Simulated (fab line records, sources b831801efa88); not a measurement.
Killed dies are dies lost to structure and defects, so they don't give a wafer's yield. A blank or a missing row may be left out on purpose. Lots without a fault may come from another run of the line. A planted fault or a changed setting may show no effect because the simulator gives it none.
Split-lot experiment | flow gf180mcu | 5 lots, 23 wafers read, on a route of 602 steps

THE SPLIT
At GF_MVSD_IMPLANT_08, the setting dose_cm2 was moved away from the recipe's 1.6e+13 on 9 of the 23 wafers read, by -16.8% to +10.0%. The other wafers ran this setting at the recipe's value.

FROM THE SPLIT TO THE READING: what the file shows between them, 2 steps
- GF_MVSD_IMPLANT_09
- GF_MVSD_STRIP_10: strips in O2/N2

THE READING
MVSD_TW, at GF_MVSD_TW_MEAS_11. Fault-free wafers of this fab line usually give 1568, standard deviation 6.1.

wafer  | tool, chamber at the split | dose_cm2 as run | against the recipe | MVSD_TW | against lot-mates on the recipe
L077.1 | implanter-02, 0            | 1.76e+13        | +10.0%             | 1616    | +36
L077.2 | implanter-02, 0            | 1.76e+13        | +10.0%             | 1619    | +39
L077.3 | implanter-02, 0            | 1.6e+13         | recipe             | 1582    | -
L077.5 | implanter-02, 0            | 1.6e+13         | recipe             | 1578    | -
L077.6 | implanter-02, 0            | 1.76e+13        | +10.0%             | 1620    | +40
L078.1 | implanter-04, 0            | 1.395e+13       | -12.8%             | 1513    | -62
L078.2 | implanter-04, 0            | 1.6e+13         | recipe             | 1578    | -
L078.3 | implanter-04, 0            | 1.395e+13       | -12.8%             | 1508    | -66
L078.5 | implanter-04, 0            | 1.395e+13       | -12.8%             | 1516    | -58
L078.6 | implanter-04, 0            | 1.6e+13         | recipe             | 1571    | -
L079.1 | implanter-04, 0            | 1.6e+13         | recipe             | 1571    | -
L079.4 | implanter-04, 0            | 1.6e+13         | recipe             | 1572    | -
L079.6 | implanter-04, 0            | 1.6e+13         | recipe             | 1567    | -
L082.1 | implanter-02, 0            | 1.6e+13         | recipe             | 1571    | -
L082.2 | implanter-02, 0            | 1.331e+13       | -16.8%             | 1496    | -74
L082.3 | implanter-02, 0            | 1.6e+13         | recipe             | 1569    | -
L082.5 | implanter-02, 0            | 1.331e+13       | -16.8%             | 1493    | -77
L082.6 | implanter-02, 0            | 1.331e+13       | -16.8%             | 1494    | -76
L084.1 | implanter-04, 0            | 1.6e+13         | recipe             | 1568    | -
L084.2 | implanter-04, 0            | 1.6e+13         | recipe             | 1565    | -
L084.4 | implanter-04, 0            | 1.6e+13         | recipe             | 1568    | -
L084.5 | implanter-04, 0            | 1.6e+13         | recipe             | 1562    | -
L084.6 | implanter-04, 0            | 1.6e+13         | recipe             | 1567    | -

THE FIT
A straight line over all 23 wafers: MVSD_TW changes by +4.6 for each +1% of dose_cm2; r = +0.99; the points scatter about the line by 4.6.
The same after taking each lot's own level away (the mean of its wafers on the recipe; 23 wafers): +4.42 for each +1%; r = +1.00; scatter 3.5.
On that fit, the largest move of dose_cm2 shifts the reading by 74.
The lots' own levels span 1566.0 to 1580.0, that is 2.3 times the standard deviation above.
So the lot-to-lot level changes the slope little: the two slopes agree.
Check: with one of the wafers moved furthest among these (-16.8%) left out of the fit, the line predicts -76.5 for it against its lot-mates. It came out at -74 against them.

OTHER SPLITS ON THESE WAFERS
These wafers also went through other splits before the reading. Each is held against what the fit with the lots' levels taken away leaves over:
other split on the same wafers | wafers away from the commonest value | r with MVSD_TW (lot level and that fit taken away)
GF_STI_OXIDATION_01 temp_c     | 15                                   | -0.38
GF_STI_OXIDATION_29 ox_time_s  | 15                                   | -0.06
GF_MVSD_COAT_02 spin_rpm       | 11                                   | +0.20

THE FILE'S OWN FIT
MVSD_TW changes by +4.47 for each +1% of dose_cm2, r = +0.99.
